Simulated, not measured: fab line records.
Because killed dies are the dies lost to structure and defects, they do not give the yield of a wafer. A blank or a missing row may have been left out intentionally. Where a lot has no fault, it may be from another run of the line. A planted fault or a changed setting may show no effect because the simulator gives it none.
A lot that was struck, set against a sound lot | flow sfqLine | 42 out of 325 route steps
Sound: these wafers, L286.1, L286.2, L286.4. Struck: wafer L288.6 (left out: L288.1, L288.2 of the same lot, which were not struck); the cause appears at the end.
Order at every step that has rows: each side's tool, ch and its chambers, its first start. Under that, the readings that differ: sound wafers | struck wafers | difference of the means | sigmas: that difference in standard deviations of wafers without a fault.
alike: same words and numbers on both sides, and readings whose means sit less than 2 such deviations apart. not compared: any withheld reading, any reading some wafer has no value for, any bound like >300 that may hide the same value, and any number with overlapping values for which the record gives no deviation.
A row with sigmas, a row that says differs or no value, or rows on one side alone: a step with any of these is where the two part. Non-overlapping numbers with no deviation appear without sigmas and do not part them. A reading that every wafer of one side lacks parts them only if that side has two wafers or more.

first, 2 steps without rows for these wafers: SFQ_TRILAYER_M7_DEP_PRE_CLEAN_176 (time 22.5 s); SFQ_TRILAYER_M7_DEP_SPUTTER_175 (material Nb, target thk 200 nm, time 133.3 s).
SFQ_M7_RS_MEAS_943: measurement is done with a four-point probe.
  sound on filmMetro-03, day 81 16:07; struck on filmMetro-02, day 81 19:32
  alike: M7_NB_RS
then, 6 steps without rows for these wafers: SFQ_TRILAYER_M7_LITHO_COAT_182 (resist thk 62 nm); SFQ_TRILAYER_M7_LITHO_COAT_177 (resist thk 600 nm); SFQ_TRILAYER_M7_LITHO_SOFTBAKE_181; SFQ_TRILAYER_M7_LITHO_EXPOSE_178 (exposes mask M7, target cd 500 nm); SFQ_TRILAYER_M7_LITHO_PEB_180 (peb time 60 s); SFQ_TRILAYER_M7_LITHO_DEVELOP_179 (time 60 s).
SFQ_M7_OVL_MEAS_945:
  sound on overlay-02, day 81 18:59; struck on overlay-02, day 81 22:35
  alike: M7_OVL
SFQ_TRILAYER_M7_BARC_OPEN_METAL_ETCH_229: etches BARC in O2, target depth 125 nm, time 41.7 s.
  sound on rieMetal-02 ch 0,1, day 81 19:02; struck on rieMetal-04 ch 1, day 81 22:38
  alike: drypumpMotorCurrentA, oesProductAu
  not compared: rfHoursCounterH
SFQ_TRILAYER_M7_ETCH_METAL_ETCH_180: etches Nb in Cl2/Ar, stops on SiO2, target depth 240 nm, time 120 s.
  sound on rieMetal-02 ch 0,1, day 81 19:05; struck on rieMetal-04 ch 1, day 81 22:41
reading                                            | sound             | struck | difference | sigmas
oesProductAu (a.u.)                                | 0.890 0.886 0.884 | 0.860  | -0.027     | -4
model.KrF_of_TRILAYER_M7_LITHO_COAT_177.thkNm (nm) | 384.7 385.7 385.2 | 412.6  | +27.4      | 
model.M7.featureDepthNm (nm)                       | 199.4 199 197.9   | 185.9  | -12.9      | 
model.etch.depthNm (nm)                            | 199.4 199 197.9   | 185.9  | -12.9      | 
  alike: drypumpMotorCurrentA
  not compared: rfHoursCounterH
SFQ_TRILAYER_M7_STRIP_STRIP_181: strips in O2.
  sound on rieMetal-02 ch 0,1, day 81 19:13; struck on rieMetal-04 ch 1, day 81 22:49
  alike: drypumpMotorCurrentA, oesProductAu
  not compared: rfHoursCounterH
then, 1 step without rows for these wafers: SFQ_TRILAYER_M7_STRIP_SOLV_CLEAN_182 (cleans in NMP, time 600 s).
SFQ_TRILAYER_I7_DEP_PECVD_183: deposits SiO2 from SiH4/N2O, time 111.11 s, target thk 500 nm.
  sound on pecvd-02 ch 1,2, day 81 19:59; struck on pecvd-01 ch 0, day 81 23:35
  alike: chamberPressureTorr, heaterPowerW, throttleValvePct
then, 1 step without rows for these wafers: SFQ_TRILAYER_I7_CMP_CMP_184 (polishes SiO2).
SFQ_I7_BOW_MEAS_946:
  sound on filmMetro-01, day 81 23:04; struck on filmMetro-01, day 82 02:40
  alike: I7_BOW
SFQ_TRILAYER_I7_METRO_MEASURE_185:
  sound on filmMetro-01, day 81 23:11; struck on filmMetro-01, day 82 02:47
  alike: thkNm
then, 6 steps without rows for these wafers: SFQ_TRILAYER_I7_VIA_LITHO_COAT_192 (resist thk 62 nm); SFQ_TRILAYER_I7_VIA_LITHO_COAT_187 (resist thk 650 nm); SFQ_TRILAYER_I7_VIA_LITHO_SOFTBAKE_191; SFQ_TRILAYER_I7_VIA_LITHO_EXPOSE_188 (exposes mask I7, target cd 1000 nm); SFQ_TRILAYER_I7_VIA_LITHO_PEB_190 (peb time 60 s); SFQ_TRILAYER_I7_VIA_LITHO_DEVELOP_189 (time 60 s).
-- the record jumps here: 4 days lie between the struck wafers' starts before and after --
SFQ_I7_OVL_MEAS_947:
  sound on overlay-01, day 85 22:58; struck on overlay-02, day 86 01:22
  alike: I7_OVL
then, 1 step without rows for these wafers: SFQ_TRILAYER_I7_VIA_BARC_OPEN_VIA_ETCH_260 (etches BARC in O2, target depth 125 nm, time 41.7 s).
SFQ_TRILAYER_I7_VIA_ETCH_VIA_ETCH_190: etches SiO2 in CHF3, stops on Nb, target depth 260 nm.
  sound on rieDiel-02 ch 0,1,3, day 85 23:02; struck on rieDiel-04 ch 0, day 86 01:26
  alike: drypumpMotorCurrentA, oesProductAu
then, 9 steps without rows for these wafers: SFQ_TRILAYER_I7_VIA_STRIP_STRIP_191 (strips in O2); SFQ_TRILAYER_I7_VIA_STRIP_SOLV_CLEAN_192 (cleans in NMP, time 600 s); SFQ_TRILAYER_M8_LITHO_LOR_COAT_197; SFQ_TRILAYER_M8_LITHO_LOR_BAKE_198; SFQ_TRILAYER_M8_LITHO_COAT_193 (resist thk 600 nm); SFQ_TRILAYER_M8_LITHO_SOFTBAKE_199; SFQ_TRILAYER_M8_LITHO_EXPOSE_194 (exposes mask M8, target cd 2000 nm); SFQ_TRILAYER_M8_LITHO_PEB_196 (peb time 60 s); SFQ_TRILAYER_M8_LITHO_DEVELOP_195 (img clear 15 s, time 55 s).
-- the record jumps here: 4 days lie between the struck wafers' starts before and after --
SFQ_M8_OVL_MEAS_948:
  sound on overlay-01, day 89 16:40; struck on overlay-02, day 89 20:16
  alike: M8_OVL
then, 3 steps without rows for these wafers: SFQ_TRILAYER_M8_DEP_EVAP_197 (material Ti, target thk 20 nm, time 100 s); SFQ_TRILAYER_M8_DEP_EVAP_198 (material Pt, target thk 50 nm, time 250 s); SFQ_TRILAYER_M8_DEP_EVAP_196 (material Au, target thk 180 nm, time 900 s).
SFQ_M8_RS_MEAS_949: measurement is done with a four-point probe.
  sound on filmMetro-04, day 89 17:26; struck on filmMetro-02, day 89 21:02
  alike: M8_AU_RS
SFQ_M8_BOW_MEAS_951:
  sound on filmMetro-01, day 89 17:48; struck on filmMetro-04, day 89 21:24
reading                     | sound    | struck | difference | sigmas
model.etest.m7.combLog10Ohm | 12 12 12 | 0      | -12        | 
  alike: M8_BOW

== WHERE THEY PART ==
SFQ_TRILAYER_M7_ETCH_METAL_ETCH_180 only, going by this record. Later steps at which nothing parts them and some readings are alike: SFQ_TRILAYER_M7_STRIP_STRIP_181, SFQ_TRILAYER_I7_DEP_PECVD_183, SFQ_I7_BOW_MEAS_946, SFQ_TRILAYER_I7_METRO_MEASURE_185, SFQ_I7_OVL_MEAS_947, SFQ_TRILAYER_I7_VIA_ETCH_VIA_ETCH_190, SFQ_M8_OVL_MEAS_948, SFQ_M8_RS_MEAS_949, SFQ_M8_BOW_MEAS_951.

WHY: the cause the simulator had injected
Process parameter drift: rieMetal-04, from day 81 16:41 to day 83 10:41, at SFQ_TRILAYER_M7_ETCH_METAL_ETCH_180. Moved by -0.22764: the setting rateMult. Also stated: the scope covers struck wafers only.
